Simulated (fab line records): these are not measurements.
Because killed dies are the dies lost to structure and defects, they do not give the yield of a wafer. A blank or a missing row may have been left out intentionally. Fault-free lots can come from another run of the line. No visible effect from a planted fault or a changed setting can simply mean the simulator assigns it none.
Which tool was responsible? + flow sky130 + 12 lots, 36 wafers sampled, at 3 steps of a route of 708

WHAT THE GAUGES SHOWED, per wafer
SKY_LDD_HVP_OVL_MEAS_07.
| lot  | measured     | on         | LDD_HVP_OVL (nm) |
|------|--------------|------------|------------------|
| L980 | day 22 03:50 | overlay-02 | 0.3 -0.1 1.4     |
| L983 | day 23 20:03 | overlay-01 | 0.3 0.3 0.2      |
| L985 | day 24 09:35 | overlay-01 | 1.3 -0.9 0.7     |
| L986 | day 24 20:36 | overlay-01 | -1.2 -0.8 0.3    |
| L987 | day 25 04:12 | overlay-01 | -0.6 1.6 -0.2    |
| L991 | day 26 17:53 | overlay-02 | 2.4 2.4 0.9      |
| L992 | day 26 23:12 | overlay-02 | 0.8 -0.4 -0.3    |
| L997 | day 29 02:00 | overlay-01 | 0.1 1.1 -1.9     |
| L999 | day 29 10:47 | overlay-02 | -1.1 1.2 -0.7    |
| L100 | day 29 17:53 | overlay-01 | 2.3 0.2 1.8      |
| L102 | day 30 07:24 | overlay-02 | -0.5 -1.8 0.0    |
| L103 | day 30 16:48 | overlay-01 | 0.3 -0.9 2.1     |

SKY_POLY_CUT_OVL_MEAS_09.
| lot  | measured     | on         | POLY_CUT_OVL (nm) |
|------|--------------|------------|-------------------|
| L980 | day 25 00:04 | overlay-01 | -12 -5 -3         |
| L983 | day 26 14:35 | overlay-01 | -3 0 -1           |
| L985 | day 27 03:43 | overlay-01 | -3 -7 3           |
| L986 | day 27 12:34 | overlay-02 | -8 -9 -5          |
| L987 | day 27 19:34 | overlay-01 | -6 3 -3           |
| L991 | day 29 09:58 | overlay-02 | -4 -3 2           |
| L992 | day 29 13:07 | overlay-01 | 0 -3 0            |
| L997 | day 31 13:43 | overlay-02 | -7 -8 -12         |
| L999 | day 31 22:34 | overlay-02 | -4 -4 0           |
| L100 | day 32 05:31 | overlay-02 | -2 -8 -3          |
| L102 | day 32 20:49 | overlay-02 | -3 2 2            |
| L103 | day 33 04:55 | overlay-02 | 0 1 13            |

EACH LOT AND THE TOOL THAT RAN IT (in order: tool; ch and the chambers of the sampled wafers; start)
| lot  | SKY_SPACER_ETCHBACK_02            |
|------|-----------------------------------|
| L980 | rieDiel-03 ch 1,2,3, day 23 14:21 |
| L983 | rieDiel-03 ch 2,3, day 25 07:29   |
| L985 | rieDiel-04 ch 0,1,2, day 25 21:31 |
| L986 | rieDiel-04 ch 0,1,2, day 26 06:58 |
| L987 | rieDiel-01 ch 1,3, day 26 14:38   |
| L991 | rieDiel-04 ch 1,2,3, day 28 05:16 |
| L992 | rieDiel-03 ch 0,1,3, day 28 08:53 |
| L997 | rieDiel-03 ch 0,2, day 30 09:15   |
| L999 | rieDiel-01 ch 1,2, day 30 17:45   |
| L100 | rieDiel-01 ch 0,1,3, day 31 01:07 |
| L102 | rieDiel-01 ch 0,1,2, day 31 15:11 |
| L103 | rieDiel-01 ch 0,1,3, day 31 23:34 |
- SKY_SPACER_ETCHBACK_02: etches Si3N4 in CH3F/O2, stops on SiO2, time 46.7 s, target depth 45 nm.

WHAT THE TOOLS THEMSELVES READ (means of the sampled wafers that have a number; where no wafer has one, the mark that the record gives instead)
SKY_SPACER_ETCHBACK_02.
| lot  | tool       | ch3fFlowSccm (sccm) | drypumpMotorCurrentA (A) | oesProductAu (a.u.) | throttleValvePct (%) |
|------|------------|---------------------|--------------------------|---------------------|----------------------|
| L980 | rieDiel-03 | 40.04               | 5.8                      | 0.857               | 10.558               |
| L983 | rieDiel-03 | 39.83               | 5.7                      | 0.864               | 10.564               |
| L985 | rieDiel-04 | 39.85               | 5.8                      | 0.861               | 10.562               |
| L986 | rieDiel-04 | 40.12               | 5.8                      | 0.860               | 10.565               |
| L987 | rieDiel-01 | 39.89               | 5.6                      | 0.856               | 10.568               |
| L991 | rieDiel-04 | 40.06               | 6.1                      | 0.857               | 10.570               |
| L992 | rieDiel-03 | 39.94               | 5.9                      | 0.853               | 10.556               |
| L997 | rieDiel-03 | 40.11               | 5.6                      | 0.858               | 10.561               |
| L999 | rieDiel-01 | 39.91               | 5.8                      | 0.862               | 10.566               |
| L100 | rieDiel-01 | 39.95               | 5.7                      | 0.861               | 10.549               |
| L102 | rieDiel-01 | 40.05               | 5.9                      | 0.851               | 10.559               |
| L103 | rieDiel-01 | 39.97               | 5.7                      | 0.865               | 10.564               |

THE ANSWER, worked out from the rows above alone
Rule: the lots themselves supply what counts as usual. Put in order of their means at a reading, lots are off if they are a third of the lots or fewer, leave a main group of 4 or more, and stand apart from it by a gap of 3 or more times the standard deviation of the main group's means; of several such gaps the widest counts. Not used: any main group whose means are identical at the precision the tables above print for the reading. A lot without any number at a reading at which 4 lots or more have one is off too. Any other lot the step has rows for is counted as sound. Order of review: gauges by route order, followed by the tools' own readings, for which a lot's mean as printed above is used. At the first step where some lot is off, the reading lying furthest off is the one used; lots without a number count as furthest.
Nothing can be told from this: no lot is off at any reading shown.

WHAT THE SIMULATOR PUT IN
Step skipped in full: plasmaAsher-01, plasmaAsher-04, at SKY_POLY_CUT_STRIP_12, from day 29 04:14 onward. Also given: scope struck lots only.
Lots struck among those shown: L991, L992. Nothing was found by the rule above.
